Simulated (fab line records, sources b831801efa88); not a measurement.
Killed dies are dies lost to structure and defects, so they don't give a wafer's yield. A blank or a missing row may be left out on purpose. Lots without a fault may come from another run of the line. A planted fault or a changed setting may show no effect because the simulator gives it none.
fab line records | flow sfq_line
record lots=6 wafers=18 last_day=95
route steps=325 shown I4@173 JJ@178
lots that met no fault: from a run of the same line without faults
start_h: hours from the record's first day to the start of the lot's first wafer shown | wait_h: hours since the lot's step before | " the same as in the row above | L1.1+2: a row that stands for several wafers | - no value, or no start given | * or withheld: withheld | < > ~ a bound
route shown NAME@n: a module of which the file shows steps, and the number in the route of the first | usual: mean/standard deviation of fault-free wafers | same: alike in all rows | chamber/n: place in a boat | sites: the reading at each site | _std_site: their standard deviation | _edge_site: outer sites' mean less inner sites' | radius_mm: how far each site lies from the wafer's centre | mask NAME#n: copy n | behind: the tool/chamber that last shaped the wafer | hold: why the lot was held/for how many hours/how that ended | device: the transistor (n, p or np) that didn't switch | end of line: the same wafers' tests at the end of the route | a step without rows: its recipe alone | killed: dies lost to structure and defects at the first sort, not the wafer's yield | map: a wafer's dies, x killed, . not, _ none there
set.NAME: the setting as run; set.NAME@STEP: as run at that earlier step | model.NAME: the simulator's own value behind a step, which no gauge read
lots at some steps of the route; a table a step, a row a wafer
services: from which hour (start_h, from the record's first day; less than 0 if before it) a tool's chamber was out of use, for how many hours, and why
## steps
# step SFQ_I4_OVL_MEAS_928
# usual I4_OVL=0/5.5
# columns lot.wafer tool chamber start_h wait_h I4_OVL[nm]
L312.2 overlay-02 - 1315.24 0.1 0
L312.3 " - " " 2
L312.5 " - " " 5
L314.2 overlay-02 - 1323.86 0.1 -2
L314.5 " - " " 7
L314.6 " - " " 3
L315.1 overlay-02 - 1326.03 0.1 8
L315.2 " - " " 9
L315.3 " - " " 9
L320.1 overlay-01 - 1344.03 0.1 1
L320.3 " - " " -2
L320.5 " - " " 4
L325.3 overlay-01 - 1351.25 0.1 0
L325.4 " - " " 2
L325.5 " - " " 2
L331.1 overlay-01 - 1502.11 0.1 4
L331.2 " - " " 6
L331.5 " - " " 3
# step SFQ_TRILAYER_I4_VIA_BARC_OPEN_VIA_ETCH_146
# recipe mask_material=PR chemistry=O2 target_depth_nm=125 target=BARC source_w=500 bias_w=80 pressure_mtorr=30 time_s=41.7
# usual drypump_motor_current_A=5.65/0.27 oes_product_au=0.686/0.0044
# columns lot.wafer tool chamber start_h wait_h drypump_motor_current_A oes_product_au rf_hours_counter_h
L312.2 rie_diel-03 2 1315.27 0.0 5.55 0.679 18
L312.3 " 0 " " 5.65 0.682 8
L312.5 " 2 " " 5.55 0.679 -
L314.2 rie_diel-01 1 1323.89 0.0 5.28 0.682 9
L314.5 " 3 " " 5.66 0.679 -
L314.6 " 2 " " 6.00 0.681 -
L315.1 rie_diel-02 1 1326.07 0.0 5.90 0.694 16
L315.2 " 2 " " 5.09 0.686 10
L315.3 " 0 " " 5.62 0.687 8
L320.1 rie_diel-03 1 1344.07 0.0 5.73 0.685 11
L320.3 " 2 " " 5.55 0.688 19
L320.5 " 1 " " 5.75 0.685 -
L325.3 rie_diel-02 3 1351.27 0.0 6.02 0.680 1
L325.4 " 0 " " 5.67 0.686 9
L325.5 " 0 " " 5.66 0.687 -
L331.1 rie_diel-03 3 1502.14 0.0 5.92 0.690 4
L331.2 " 1 " " 5.72 0.681 13
L331.5 " 0 " " 5.63 0.677 -
# step SFQ_TRILAYER_I4_VIA_ETCH_VIA_ETCH_106
# recipe target=SiO2 stop_on=Nb mask_material=PR taper_deg=20 chemistry=CHF3 target_depth_nm=260 source_w=500 bias_w=80 pressure_mtorr=30 time_s=withheld
# usual drypump_motor_current_A=5.64/0.27 oes_product_au=0.854/0.0051
# columns lot.wafer tool chamber start_h wait_h drypump_motor_current_A oes_product_au
L312.2 rie_diel-03 2 1315.31 0.0 5.52 0.859
L312.3 " 0 " " 5.65 0.859
L312.5 " 2 " " 5.53 0.861
L314.2 rie_diel-01 1 1323.93 0.0 5.26 0.856
L314.5 " 3 " " 5.66 0.858
L314.6 " 2 " " 6.00 0.858
L315.1 rie_diel-02 1 1326.11 0.0 5.91 0.857
L315.2 " 2 " " 5.13 0.857
L315.3 " 0 " " 5.65 0.853
L320.1 rie_diel-03 1 1344.11 0.0 5.75 0.853
L320.3 " 2 " " 5.53 0.855
L320.5 " 1 " " 5.72 0.842
L325.3 rie_diel-02 3 1351.31 0.0 5.99 0.848
L325.4 " 0 " " 5.59 0.853
L325.5 " 0 " " 5.64 0.858
L331.1 rie_diel-03 3 1502.18 0.0 5.92 0.856
L331.2 " 1 " " 5.73 0.855
L331.5 " 0 " " 5.65 0.857
# step SFQ_TRILAYER_I4_VIA_STRIP_STRIP_107
# recipe gas=O2 power_w=200 platen_temp_c=40 overash_fraction=0.65 chemistry=O2 pressure_mtorr=50
# usual drypump_motor_current_A=5.6/0.32 oes_product_au=1.003/0.0084 platen_temp_c=40.01/0.1
# columns lot.wafer tool chamber start_h wait_h drypump_motor_current_A oes_product_au platen_temp_c rf_hours_counter_h
L312.2 rie_metal-01 1 1315.42 - 5.5 1.009 39.87 59
L312.3 " 1 " " 5.4 1.018 40.15 -
L312.5 " 0 " " 5.9 0.992 40.07 -
L314.2 rie_metal-03 0 1324.24 - 5.4 1.004 39.98 -
L314.5 " 0 " " 5.3 1.009 40.04 -
L314.6 " 0 " " 5.4 1.007 39.91 -
L315.1 rie_metal-01 1 1326.22 - 5.5 1.016 40.08 61
L315.2 " 0 " " 5.8 0.997 40.13 41
L315.3 " 1 " " 5.4 1.020 40.11 -
L320.1 rie_metal-03 1 1344.22 - 5.3 1.003 40.07 3
L320.3 " 0 " " 5.3 0.993 39.92 -
L320.5 " 0 " " 5.4 1.000 39.85 -
L325.3 rie_metal-01 1 1351.62 - 5.5 1.006 40.00 -
L325.4 " 0 " " 5.9 0.995 39.91 -
L325.5 " 0 " " 5.9 0.989 39.96 -
L331.1 rie_metal-01 0 1502.30 - 5.8 0.999 39.95 60
L331.2 " 1 " " 5.4 1.002 39.72 80
L331.5 " 0 " " 5.9 1.009 39.93 -
# step SFQ_TRILAYER_I4_VIA_STRIP_SOLV_CLEAN_108
# recipe chemistry=NMP temp_c=70 time_s=600
# step SFQ_TRILAYER_JJ_TRILAYER_DEP_PRE_CLEAN_113
# recipe gas=Ar time_s=22.5 bias_v=250
# step SFQ_TRILAYER_JJ_TRILAYER_DEP_SPUTTER_109
# recipe material=Nb base_pressure_pa=1.33e-06 chamber_pressure_pa=0.1333 substrate_temp_c=20 target_thk_nm=150 power_w=2000 time_s=100
# step SFQ_TRILAYER_JJ_TRILAYER_DEP_SPUTTER_110
# recipe material=Al base_pressure_pa=1.33e-06 target_thk_nm=8 power_w=500 time_s=10 chamber_pressure_pa=0.4
# usual throttle_valve_pct=30.0/1.4
# columns lot.wafer tool chamber start_h wait_h throttle_valve_pct
L312.2 pvd_sputter-04 - 1316.30 0.0 30.8
L312.3 " - " " 31.7
L312.5 " - " " 31.1
L314.2 pvd_sputter-05 - 1325.52 0.0 29.8
L314.5 " - " " 27.0
L314.6 " - " " 30.1
L315.1 pvd_sputter-04 - 1327.10 0.0 31.5
L315.2 " - " " 30.8
L315.3 " - " " 31.1
L320.1 pvd_sputter-04 - 1345.12 0.0 30.6
L320.3 " - " " 31.3
L320.5 " - " " 31.2
L325.3 pvd_sputter-06 - 1352.30 0.0 30.8
L325.4 " - " " 27.1
L325.5 " - " " 27.0
L331.1 pvd_sputter-04 - 1503.17 0.0 31.3
L331.2 " - " " 31.4
L331.5 " - " " 31.3
# step SFQ_TRILAYER_JJ_TRILAYER_DEP_AL_OXIDATION_111
# recipe pressure_mbar=0.014667 oxidation_time_s=600 temperature_k=293
# step SFQ_TRILAYER_JJ_TRILAYER_DEP_SPUTTER_112
# recipe material=Nb base_pressure_pa=1.33e-06 chamber_pressure_pa=0.1333 substrate_temp_c=20 target_thk_nm=170 power_w=2000 time_s=113.3
# step SFQ_JJ_RS_MEAS_929
# recipe thk_meas_gauge=four-point-probe reads=Nb_of_TRILAYER_JJ_TRILAYER_DEP_SPUTTER_112
# usual JJ_NB_RS=1.055/0.011
# columns lot.wafer tool chamber start_h wait_h JJ_NB_RS[ohm/sq]
L312.2 film_metro-01 - 1317.42 0.1 1.076
L312.3 " - " " 1.064
L312.5 " - " " 1.074
L314.2 film_metro-02 - 1326.64 0.1 1.039
L314.5 " - " " 1.054
L314.6 " - " " 1.055
L315.1 film_metro-01 - 1328.20 0.0 1.055
L315.2 " - " " 1.057
L315.3 " - " " 1.055
L320.1 film_metro-01 - 1346.22 0.0 1.068
L320.3 " - " " 1.047
L320.5 " - " " 1.057
L325.3 film_metro-02 - 1353.44 0.1 1.041
L325.4 " - " " 1.059
L325.5 " - " " 1.052
L331.1 film_metro-02 - 1504.27 0.0 1.063
L331.2 " - " " 1.070
L331.5 " - " " 1.055
# step SFQ_TRILAYER_JJ_CE_LITHO_COAT_119
# recipe resist=BARC spin_rpm=3000 resist_thk_nm=62
# usual resist_line_temp_C=23.02/0.11
# columns lot.wafer tool chamber start_h wait_h resist_line_temp_C model.BARC_of_TRILAYER_JJ_CE_LITHO_COAT_119.thk_nm
L312.2 litho_track-04 0 1317.63 0.1 22.94 61.88
L312.3 " 0 " " 22.76 61.83
L312.5 " 0 " " 22.89 61.79
L314.2 litho_track-01 0 1326.85 0.1 23.02 61.76
L314.5 " 0 " " 23.29 61.56
L314.6 " 0 " " 23.14 61.56
L315.1 litho_track-01 0 1328.38 0.1 22.92 63.01
L315.2 " 0 " " 22.89 61.63
L315.3 " 0 " " 22.89 61.82
L320.1 litho_track-01 0 1346.40 0.1 23.09 63.1
L320.3 " 0 " " 22.86 62.02
L320.5 " 0 " " 23.17 61.92
L325.3 litho_track-04 0 1353.68 0.1 22.94 62.19
L325.4 " 0 " " 22.97 61.9
L325.5 " 0 " " 22.93 61.95
L331.1 litho_track-03 0 1504.45 0.1 23.19 62.01
L331.2 " 0 " " 23.17 62.09
L331.5 " 0 " " 23.08 62.08
# step SFQ_TRILAYER_JJ_CE_LITHO_COAT_114
# recipe resist=KrF spin_rpm=3000 resist_thk_nm=600
# step SFQ_TRILAYER_JJ_CE_LITHO_SOFTBAKE_118
# recipe temp_c=withheld time_s=withheld resist=KrF
# step SFQ_TRILAYER_JJ_CE_LITHO_EXPOSE_115
# recipe mask_id=J5 na=0.6 source_shape=conventional sigma_outer=0.65 target_cd_nm=700 dose_mj=14.4
# step SFQ_TRILAYER_JJ_CE_LITHO_PEB_117
# recipe peb_temp_c=115 peb_time_s=60 resist=KrF
# step SFQ_TRILAYER_JJ_CE_LITHO_DEVELOP_116
# recipe time_s=60 resist=KrF
# step SFQ_JJ_OVL_MEAS_931
# usual J5_OVL=0/5.8
# columns lot.wafer tool chamber start_h wait_h J5_OVL[nm]
L312.2 overlay-02 - 1322.44 0.1 3
L312.3 " - " " 2
L312.5 " - " " -2
L314.2 overlay-02 - 1332.04 0.1 -3
L314.5 " - " " -4
L314.6 " - " " -11
L315.1 overlay-02 - 1333.23 0.1 1
L315.2 " - " " 4
L315.3 " - " " 11
L320.1 overlay-01 - 1475.71 0.1 4
L320.3 " - " " 5
L320.5 " - " " 1
L325.3 overlay-01 - 1492.52 0.1 2
L325.4 " - " " 3
L325.5 " - " " -7
L331.1 overlay-01 - 1633.86 0.1 2
L331.2 " - " " -2
L331.5 " - " " -2
# step SFQ_TRILAYER_JJ_CE_METRO_MEASURE_117
# step SFQ_TRILAYER_JJ_CE_BARC_OPEN_RIE_150
# recipe mask_material=PR chemistry=O2 target_depth_nm=240 target=BARC icp_w=600 bias_w=80 pressure_mtorr=10 time_s=80
# usual drypump_motor_current_A=5.8/0.35 oes_product_au=0.538/0.0042
# columns lot.wafer tool chamber start_h wait_h drypump_motor_current_A oes_product_au rf_hours_counter_h model.etch.depth_nm
L312.2 rie_metal-01 1 1323.67 0.8 5.5 0.536 60 61.88
L312.3 " 0 " " 5.8 0.546 - 61.83
L312.5 " 1 " " 5.5 0.534 - 61.79
L314.2 rie_metal-01 1 1333.27 0.8 5.5 0.539 62 61.76
L314.5 " 0 " " 5.9 0.535 - 61.56
L314.6 " 1 " " 5.4 0.536 - 61.56
L315.1 rie_metal-04 1 1334.47 1.0 6.1 0.546 76 63.01
L315.2 " 0 " " 6.2 0.535 45 61.63
L315.3 " 0 " " 6.2 0.534 - 61.82
L320.1 rie_metal-01 1 1476.94 1.0 5.5 0.538 78 63.1
L320.3 " 0 " " 5.9 0.550 - 62.02
L320.5 " 1 " " 5.5 0.535 - 61.92
L325.3 rie_metal-01 0 1493.77 0.6 5.9 0.540 - 62.19
L325.4 " 1 " " 5.5 0.540 - 61.9
L325.5 " 0 " " 5.9 0.534 - 61.95
L331.1 rie_metal-03 0 1635.10 1.0 5.4 0.538 53 62.01
L331.2 " 1 " " 5.3 0.544 41 62.09
L331.5 " 1 " " 5.3 0.541 - 62.08
# step SFQ_TRILAYER_JJ_CE_ETCH_RIE_118
# recipe target=Nb stop_on=Al2O3 mask_material=PR taper_deg=13.257 over_etch_frac=0.15 time_s=97.7 chemistry=SF6 target_depth_nm=170 icp_w=600 bias_w=80 pressure_mtorr=10
# usual drypump_motor_current_A=5.8/0.35 oes_product_au=0.990/0.0068
# columns lot.wafer tool chamber start_h wait_h drypump_motor_current_A oes_product_au rf_hours_counter_h
L312.2 rie_metal-01 1 1323.76 0.1 5.5 0.979 60
L312.3 " 0 " " 5.8 0.987 -
L312.5 " 1 " " 5.5 0.988 -
L314.2 rie_metal-01 1 1333.36 0.1 5.5 1.006 62
L314.5 " 0 " " 5.9 0.990 -
L314.6 " 1 " " 5.5 0.994 -
L315.1 rie_metal-04 1 1334.56 0.1 6.1 0.993 76
L315.2 " 0 " " 6.2 0.990 45
L315.3 " 0 " " 6.3 0.996 -
L320.1 rie_metal-01 1 1477.03 0.1 5.4 0.986 78
L320.3 " 0 " " 5.9 0.991 -
L320.5 " 1 " " 5.4 0.992 -
L325.3 rie_metal-01 0 1493.87 0.1 5.9 1.006 -
L325.4 " 1 " " 5.5 0.984 -
L325.5 " 0 " " 5.9 0.996 -
L331.1 rie_metal-03 0 1635.19 0.1 5.4 0.987 53
L331.2 " 1 " " 5.3 0.980 41
L331.5 " 1 " " 5.3 0.989 -
## services
# columns tool chamber start_h hours kind
rie_diel-03 1 1311.83 15.0 repair
rie_diel-01 3 1334.08 4.4 repair
rie_diel-03 - 1336.48 0.1 repair
rie_metal-03 0 1348.04 5.8 repair
rie_diel-03 0 1349.88 7.8 repair
rie_diel-03 3 1351.38 19.7 repair
rie_metal-04 - 1357.07 0.4 repair
rie_diel-02 - 1358.51 14.6 pm
rie_diel-03 3 1406.62 3.9 repair
rie_diel-03 1 1407.61 5.9 repair
rie_diel-03 0 1408.53 5.2 repair
rie_metal-01 - 1409.48 14.6 pm
rie_diel-01 2 1410.13 3.8 repair
rie_diel-01 1 1453.42 14.1 repair
pvd_sputter-04 - 1455.75 2.8 repair
rie_diel-03 1 1491.27 6.5 repair
rie_diel-01 1 1493.42 12.5 repair
rie_diel-02 2 1502.62 7.6 repair
rie_diel-02 1 1558.83 4.6 repair
rie_diel-03 2 1560.16 5.5 repair
rie_metal-03 - 1581.35 2.8 pm
rie_diel-02 3 1587.43 1.9 repair
rie_diel-02 - 1589.72 1.8 repair
rie_diel-03 1 1617.87 7.2 repair
## key
first_sign none at tools or gauges
model_effect step=SFQ_TRILAYER_JJ_CE_LITHO_COAT_119 value=BARC_of_TRILAYER_JJ_CE_LITHO_COAT_119.thk_nm without=61.84 struck=63.05
model_effect step=SFQ_TRILAYER_JJ_CE_BARC_OPEN_RIE_150 value=etch.depth_nm without=61.84 struck=63.05
met_at SFQ_TRILAYER_JJ_CE_LITHO_COAT_119
struck_wafers L315.1,L320.1
onset_between 1326.85 1328.38
fault kind=process_parameter_drift tool=litho_track-01 chamber=- onset_h=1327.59 steps=SFQ_TRILAYER_JJ_CE_LITHO_COAT_119 channel=resist_thk_nm offset=1.2162 shape=step end_h=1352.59 scope=struck_wafers_only acts_in=these_recipes_only stated=62
